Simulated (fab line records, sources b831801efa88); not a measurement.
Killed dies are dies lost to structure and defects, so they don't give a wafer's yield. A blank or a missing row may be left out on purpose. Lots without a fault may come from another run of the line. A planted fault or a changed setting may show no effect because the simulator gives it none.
fab line records | flow gf180mcu
record lots=6 wafers=18 last_day=34
route steps=602 shown V3@436 PASSIVATION@602
lots that met no fault: from a run of the same line without faults
start_h: hours from the record's first day to the start of the lot's first wafer shown | wait_h: hours since the lot's step before | " the same as in the row above | L1.1+2: a row that stands for several wafers | - no value, or no start given | * or withheld: withheld | < > ~ a bound
route shown NAME@n: a module of which the file shows steps, and the number in the route of the first | usual: mean/standard deviation of fault-free wafers | same: alike in all rows | chamber/n: place in a boat | sites: the reading at each site | _std_site: their standard deviation | _edge_site: outer sites' mean less inner sites' | radius_mm: how far each site lies from the wafer's centre | mask NAME#n: copy n | behind: the tool/chamber that last shaped the wafer | hold: why the lot was held/for how many hours/how that ended | device: the transistor (n, p or np) that didn't switch | end of line: the same wafers' tests at the end of the route | a step without rows: its recipe alone | killed: dies lost to structure and defects at the first sort, not the wafer's yield | map: a wafer's dies, x killed, . not, _ none there
set.NAME: the setting as run; set.NAME@STEP: as run at that earlier step | model.NAME: the simulator's own value behind a step, which no gauge read
lots at some steps of the route; a table a step, a row a wafer
services: from which hour (start_h, from the record's first day; less than 0 if before it) a tool's chamber was out of use, for how many hours, and why
## steps
# step GF_V3_HMDS_07
# recipe prime_time_s=60 prime_temp_c=120
# step GF_V3_COAT_08
# recipe resist=BARC temp_c=withheld time_s=withheld spin_rpm=withheld resist_thk_nm=withheld
# step GF_V3_COAT_09
# recipe resist=KrF spin_rpm=withheld resist_thk_nm=1000
# step GF_V3_SOFTBAKE_10
# recipe temp_c=130 time_s=60 resist=KrF
# step GF_V3_EXPOSE_11
# recipe mask_id=Via3 target_cd_nm=260 na=0.68 source_shape=conventional sigma_outer=0.6 dose_mj=38
# step GF_V3_PEB_12
# recipe peb_temp_c=135 peb_time_s=90 resist=KrF
# step GF_V3_DEVELOP_13
# recipe develop_time_s=60 resist=KrF dev_temp_c=21
# step GF_V3_CD_MEAS_14
# recipe target_cd_nm=260
# usual cd_nm=260.0/1.2
# columns lot.wafer tool chamber start_h wait_h cd_nm
L458.1 cd_sem-01 - 552.08 0.1 258.4
L458.2 " - " " 259.2
L458.4 " - " " 258.4
L459.1 cd_sem-01 - 557.18 0.1 259.8
L459.3 " - " " 260.4
L459.5 " - " " 260.8
L460.1 cd_sem-01 - 565.72 0.2 262.3
L460.3 " - " " 261.6
L460.4 " - " " 261.3
L471.1 cd_sem-02 - 651.50 0.1 258.2
L471.2 " - " " 258.8
L471.5 " - " " 258.3
L474.1 cd_sem-01 - 668.34 0.1 260.8
L474.3 " - " " 260.4
L474.4 " - " " 259.3
L476.1 cd_sem-01 - 681.58 0.1 258.6
L476.2 " - " " 259.6
L476.5 " - " " 259.2
# step GF_V3_OVL_MEAS_15
# usual V3_OVL=3/5.5
# columns lot.wafer tool chamber start_h wait_h V3_OVL[nm]
L458.1 overlay-01 - 552.20 0.1 9
L458.2 " - " " 8
L458.4 " - " " 13
L459.1 overlay-01 - 557.30 0.1 10
L459.3 " - " " 12
L459.5 " - " " 4
L460.1 overlay-02 - 565.84 0.1 -7
L460.3 " - " " -7
L460.4 " - " " -5
L471.1 overlay-02 - 651.62 0.1 -1
L471.2 " - " " 1
L471.5 " - " " -1
L474.1 overlay-01 - 668.46 0.1 8
L474.3 " - " " -1
L474.4 " - " " 10
L476.1 overlay-02 - 681.70 0.1 -1
L476.2 " - " " -5
L476.5 " - " " -2
# step GF_V3_ETCH_16
# recipe chemistry=N2/H2 target_depth_a=withheld overetch_a=withheld time_s=withheld target=BARC ion_energy_ev=200 source_w=500 bias_w=100 pressure_mtorr=30 n2_flow_sccm=100 h2_flow_sccm=200
# usual drypump_motor_current_A=5.7/0.44 n2_flow_sccm=100.02/0.28 oes_product_au=0.854/0.0047 throttle_valve_pct=13.224/0.0095
# columns lot.wafer tool chamber start_h wait_h drypump_motor_current_A n2_flow_sccm oes_product_au throttle_valve_pct
L458.1 rie_diel-04 3 552.24 0.0 5.0 100.24 0.855 13.217
L458.2 " 1 " " 6.1 100.49 0.852 13.219
L458.4 " 0 " " 5.4 99.92 0.855 13.218
L459.1 rie_diel-04 3 557.34 0.0 5.0 100.00 0.850 13.225
L459.3 " 0 " " 5.4 100.31 0.849 13.210
L459.5 " 2 " " 6.2 99.75 0.856 13.220
L460.1 rie_diel-01 0 565.88 0.0 6.4 100.14 0.850 13.235
L460.3 " 3 " " 5.3 100.41 0.851 13.218
L460.4 " 3 " " 5.3 100.08 0.850 13.231
L471.1 rie_diel-03 1 651.65 0.0 5.2 99.45 0.855 13.222
L471.2 " 0 " " 5.7 100.35 0.855 13.240
L471.5 " 3 " " 5.7 100.03 0.859 13.236
L474.1 rie_diel-03 1 668.50 0.0 5.3 100.14 0.853 13.212
L474.3 " 3 " " 5.8 100.34 0.865 13.218
L474.4 " 0 " " 5.7 100.10 0.851 13.234
L476.1 rie_diel-04 3 681.74 0.0 5.0 100.11 0.852 13.230
L476.2 " 2 " " 6.2 99.74 0.848 13.216
L476.5 " 0 " " 5.4 99.58 0.852 13.220
# step GF_V3_ETCH_17
# recipe chemistry=C4F8/O2/Ar mask_material=KrF target=SiO2 stop_on=TiN source_w=1500 bias_w=1200 pressure_mtorr=40 c4f8_flow_sccm=withheld O2_flow_sccm=6 Ar_flow_sccm=300 time_s=withheld target_depth_a=6350
# usual oes_product_au=0.855/0.0043
# columns lot.wafer tool chamber start_h wait_h oes_product_au
L458.1 rie_diel-04 3 - - 0.852
L458.2 " 1 " " 0.858
L458.4 " 0 " " 0.850
L459.1 rie_diel-04 3 - - 0.862
L459.3 " 0 " " 0.853
L459.5 " 2 " " 0.852
L460.1 rie_diel-01 0 - - 0.857
L460.3 " 3 " " 0.849
L460.4 " 3 " " 0.854
L471.1 rie_diel-03 1 - - 0.861
L471.2 " 0 " " 0.854
L471.5 " 3 " " 0.858
L474.1 rie_diel-03 1 - - 0.852
L474.3 " 3 " " 0.863
L474.4 " 0 " " 0.858
L476.1 rie_diel-04 3 - - 0.850
L476.2 " 2 " " 0.847
L476.5 " 0 " " 0.856
# step GF_V3_STRIP_18
# recipe chemistry=O2/N2 power_w=1400 pressure_mtorr=1500 platen_temp_c=250 o2_flow_sccm=3000 n2_flow_sccm=300 overash_fraction=0.5
# usual chamber_pressure_mTorr=1499.9/1.4 drypump_motor_current_A=5.9/0.42 heater_power_w=340/35 n2_flow_sccm=300.1/0.94 oes_product_au=0.593/0.0048
# columns lot.wafer tool chamber start_h wait_h chamber_pressure_mTorr drypump_motor_current_A heater_power_w n2_flow_sccm oes_product_au rf_hours_counter_h
L458.1 plasma_asher-03 1 552.37 - 1501.1 5.3 288 301.0 0.597 14
L458.2 " 0 " " 1498.9 6.0 353 298.4 0.601 14
L458.4 " 0 " " 1499.4 6.0 348 300.5 0.595 -
L459.1 plasma_asher-03 1 557.47 - 1500.5 5.2 295 301.7 0.594 15
L459.3 " 1 " " 1500.6 5.2 296 299.6 0.594 -
L459.5 " 0 " " 1499.0 6.0 351 298.5 0.595 -
L460.1 plasma_asher-03 0 566.01 - 1500.0 6.0 348 299.1 0.591 16
L460.3 " 1 " " 1500.9 5.3 288 301.1 0.596 -
L460.4 " 0 " " 1500.3 6.0 352 299.1 0.588 -
L471.1 plasma_asher-01 1 651.78 - 1499.0 5.8 357 300.3 0.589 52
L471.2 " 0 " " 1500.3 6.6 318 299.5 0.588 52
L471.5 " 0 " " 1496.4 6.6 321 299.2 0.599 -
L474.1 plasma_asher-04 0 668.63 - 1498.2 5.8 341 300.7 0.582 105
L474.3 " 1 " " 1501.2 5.9 408 299.4 0.587 -
L474.4 " 0 " " 1500.0 5.8 358 300.5 0.587 -
L476.1 plasma_asher-01 1 681.87 - 1501.5 5.8 369 298.9 0.598 55
L476.2 " 0 " " 1499.3 6.6 314 299.2 0.600 55
L476.5 " 1 " " 1503.1 5.8 364 298.3 0.598 -
# step GF_V3_STRIP_19
# recipe chemistry=post_etch_residue_remover time_s=1200 temp_c=72.5
# usual bath_guard_temp_C=72.4/0.36 bath_heat_duty_pct=15.1/2.3
# columns lot.wafer tool chamber start_h wait_h bath_guard_temp_C bath_heat_duty_pct
L458.1 wet_bench-03 2 552.47 0.1 72.5 10.4
L458.2 " 2 " " 72.3 11.8
L458.4 " 2 " " 72.8 10.1
L459.1 wet_bench-02 2 557.57 0.1 - -
L459.3 " 2 " " - -
L459.5 " 2 " " - -
L460.1 wet_bench-02 1 566.11 0.1 - -
L460.3 " 1 " " - -
L460.4 " 1 " " - -
L471.1 wet_bench-04 3 651.88 0.1 71.8 13.7
L471.2 " 3 " " 71.4 12.7
L471.5 " 3 " " 71.3 13.7
L474.1 wet_bench-04 2 668.73 0.1 72.1 16.5
L474.3 " 2 " " 72.1 17.2
L474.4 " 2 " " 72.1 15.6
L476.1 wet_bench-02 2 682.01 0.1 72.9 17.6
L476.2 " 2 " " 73.0 17.8
L476.5 " 2 " " 72.6 18.7
# step GF_V3_CLEAN_20
# recipe chemistry=DIW dry=n2_spin
# step GF_PASSIVATION_PROBE_99
# columns lot.wafer tool chamber start_h wait_h model.etest.via3_chain.rc_ohm
L458.1 prober-02 - 704.34 0.1 6.742
L458.2 prober-02 - 704.39 0.1 6.408
L458.4 prober-02 - 704.49 0.2 6.63
L459.1 prober-01 - 709.29 0.1 7.79
L459.3 prober-01 - 709.39 0.2 7.579
L459.5 prober-01 - 709.49 0.2 7.498
L460.1 prober-02 - 716.72 0.1 7.997
L460.3 prober-02 - 716.82 0.2 7.622
L460.4 prober-02 - 716.87 0.2 7.662
L471.1 prober-01 - 787.34 0.1 6.503
L471.2 prober-01 - 787.39 0.1 6.756
L471.5 prober-01 - 787.54 0.2 6.266
L474.1 prober-02 - 799.28 0.1 6.012
L474.3 prober-02 - 799.38 0.2 6.043
L474.4 prober-02 - 799.43 0.2 6.478
L476.1 prober-02 - 810.99 0.1 6.486
L476.2 prober-02 - 811.04 0.1 6.44
L476.5 prober-02 - 811.19 0.2 6.52
# killed by level:class
L458.1 V1:geometric_particle:open=5 V5:geometric_particle:open=5 V3:geometric_particle:open=4 CONTACT:geometric_particle:short=4 V4:geometric_particle:short=4 M5:geometric_particle:short=3 STI:geometric_particle:open=2 CONTACT:geometric_particle:open=2
L458.2 V1:geometric_particle:open=7 V5:geometric_particle:open=6 V4:geometric_particle:open=5 M1:geometric_particle:short=4 V5:geometric_particle:short=4 CONTACT:geometric_particle:open=3 V2:geometric_particle:open=3 STI:geometric_particle:open=2
L458.4 V3:geometric_particle:open=9 V4:geometric_particle:open=7 M3:geometric_particle:short=5 CONTACT:geometric_particle:short=4 V2:geometric_particle:open=4 V5:geometric_particle:open=4 M1:geometric_particle:short=3 V1:geometric_particle:open=3
L471.1 STI:geometric_particle:short=4 M1:geometric_particle:short=4 V2:geometric_particle:open=4 CONTACT:geometric_particle:open=2 V1:geometric_particle:short=2 V1:geometric_particle:open=2 M2:geometric_particle:open=2 V2:geometric_particle:short=2
L471.2 CONTACT:geometric_particle:open=6 V4:geometric_particle:open=5 V2:geometric_particle:open=5 M1:geometric_particle:short=4 V5:geometric_particle:open=4 STI:geometric_particle:open=3 V1:geometric_particle:short=3 M2:geometric_particle:short=3
L471.5 STI:geometric_particle:short=6 V1:geometric_particle:open=6 CONTACT:geometric_particle:open=4 V2:geometric_particle:open=4 V3:geometric_particle:short=4 V3:geometric_particle:open=4 V4:geometric_particle:open=3 V5:geometric_particle:open=3
L474.1 STI:geometric_particle:open=7 V1:geometric_particle:open=7 CONTACT:geometric_particle:open=4 V5:geometric_particle:open=4 V3:geometric_particle:open=4 M3:geometric_particle:short=3 V4:geometric_particle:open=3 POLY_GATE:geometric_particle:short=2
L474.3 V2:geometric_particle:open=6 V1:geometric_particle:short=5 CONTACT:geometric_particle:open=4 V5:geometric_particle:short=4 CONTACT:geometric_particle:short=3 M1:geometric_particle:short=3 V1:geometric_particle:open=3 M2:geometric_particle:short=3
L474.4 V2:geometric_particle:open=5 V1:geometric_particle:open=5 STI:geometric_particle:open=4 STI:geometric_particle:short=3 CONTACT:geometric_particle:short=3 CONTACT:geometric_particle:open=3 V3:geometric_particle:short=3 V3:geometric_particle:open=3
L476.1 V4:geometric_particle:open=7 V5:geometric_particle:open=7 V1:geometric_particle:open=6 CONTACT:geometric_particle:open=5 V1:geometric_particle:short=5 V3:geometric_particle:open=5 M1:geometric_particle:short=4 V2:geometric_particle:open=3
L476.2 V5:geometric_particle:short=7 V1:geometric_particle:open=6 STI:geometric_particle:short=5 V3:geometric_particle:open=5 M5:geometric_particle:short=5 V5:geometric_particle:open=5 CONTACT:geometric_particle:open=3 CONTACT:geometric_particle:short=3
L476.5 V5:geometric_particle:open=6 V3:geometric_particle:open=5 V4:geometric_particle:open=5 STI:geometric_particle:short=3 CONTACT:geometric_particle:short=3 V1:geometric_particle:short=3 V1:geometric_particle:open=3 CONTACT:geometric_particle:open=2
## services
# columns tool chamber start_h hours kind
rie_diel-01 1 537.24 - clean
rie_diel-01 1 537.24 29.0 scheduled_down
rie_diel-01 1 537.24 29.0 vent_cycle
plasma_asher-01 - 550.01 0.9 repair
plasma_asher-03 - 575.02 0.7 repair
wet_bench-04 - 592.37 2.5 repair
plasma_asher-01 - 617.44 0.4 repair
rie_diel-01 1 641.60 5.7 repair
wet_bench-03 - 647.99 1.9 pm
plasma_asher-03 - 658.29 1.5 repair
plasma_asher-03 - 662.98 4.9 repair
## key
first_sign step=GF_V3_STRIP_19 reading=tool_record direction=missing
effect none on later readings
model_effect step=GF_PASSIVATION_PROBE_99 value=etest.via3_chain.rc_ohm without=6.313 struck=7.691
met_at GF_V3_STRIP_19
struck_wafers L459.1,L459.3,L459.5,L460.1,L460.3,L460.4
sort_left_out L459.1,L459.3,L459.5,L460.1,L460.3,L460.4
fault kind=skipped_step_whole tool=wet_bench-02 chamber=- onset_h=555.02 steps=GF_V3_STRIP_19 scope=struck_lots_only
# sort_left_out: the simulated sort isn't trusted on such a fault, so these wafers' sort isn't shown, and their yield isn't known
